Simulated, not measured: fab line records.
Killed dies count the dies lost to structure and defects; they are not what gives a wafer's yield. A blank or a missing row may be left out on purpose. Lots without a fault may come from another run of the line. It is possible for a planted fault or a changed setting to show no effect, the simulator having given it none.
Matching of chambers | flow gf180mcu | cmp-01 running GF_V4_CMP_04: 4 sister chambers
The step polishes SiO2. 8 wafers are shown with their chamber, then 6 later ones without.

## WAFERS WITH THEIR CHAMBER
wafer  | chamber | motor-current-A (A) | time-to-endpoint-s (s)
L511.1 | 0       | 12.4                | 78
L513.1 | 0       | 11.8                | 94
L513.5 | 3       | 11.8                | 80
L523.1 | 3       | 11.6                | 70
L523.2 | 2       | 11.5                | 66
L525.2 | 2       | 10.7                | 79
L525.3 | 1       | 14.7                | 81
L525.5 | 1       | 14.7                | 88

## WAFERS MISSING THEIR CHAMBER
wafer  | motor-current-A (A) | time-to-endpoint-s (s)
L528.1 | 12.1                | 71
L528.2 | 11.2                | 70
L528.4 | 11.2                | 76
L531.2 | 11.9                | 78
L531.4 | 11.5                | 84
L531.6 | 10.2                | 79

## WHICH CHAMBER EACH WENT THROUGH
wafer  | from the rows above          | in truth
L528.1 | can't be placed: 3 or 0 or 2 | 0
L528.2 | can't be placed: 2 or 3      | 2
L528.4 | can't be placed: 2 or 3      | 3
L531.2 | can't be placed: 3 or 0 or 2 | 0
L531.4 | can't be placed: 3 or 0 or 2 | 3
L531.6 | can't be placed: 2 or 3      | 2
Correct placement for 0 of the 6. Unplaceable from these rows: 6, with the true chamber sitting among the candidates in 6. Number placed wrongly: 0.
How it was worked out, from the rows above alone: a wafer's distance from a chamber is the root of the sum, over the readings, of the square of ((its reading less the chamber's mean) divided by the reading's scatter). The wafer belongs to the nearest chamber; if the next one is less than 2 further off, it can't be placed. Each chamber's mean is taken over the wafers shown for it. The scatter: the root of (the sum of the squares of (reading less its chamber's mean) over the shown wafers, divided by (wafers less chambers)).
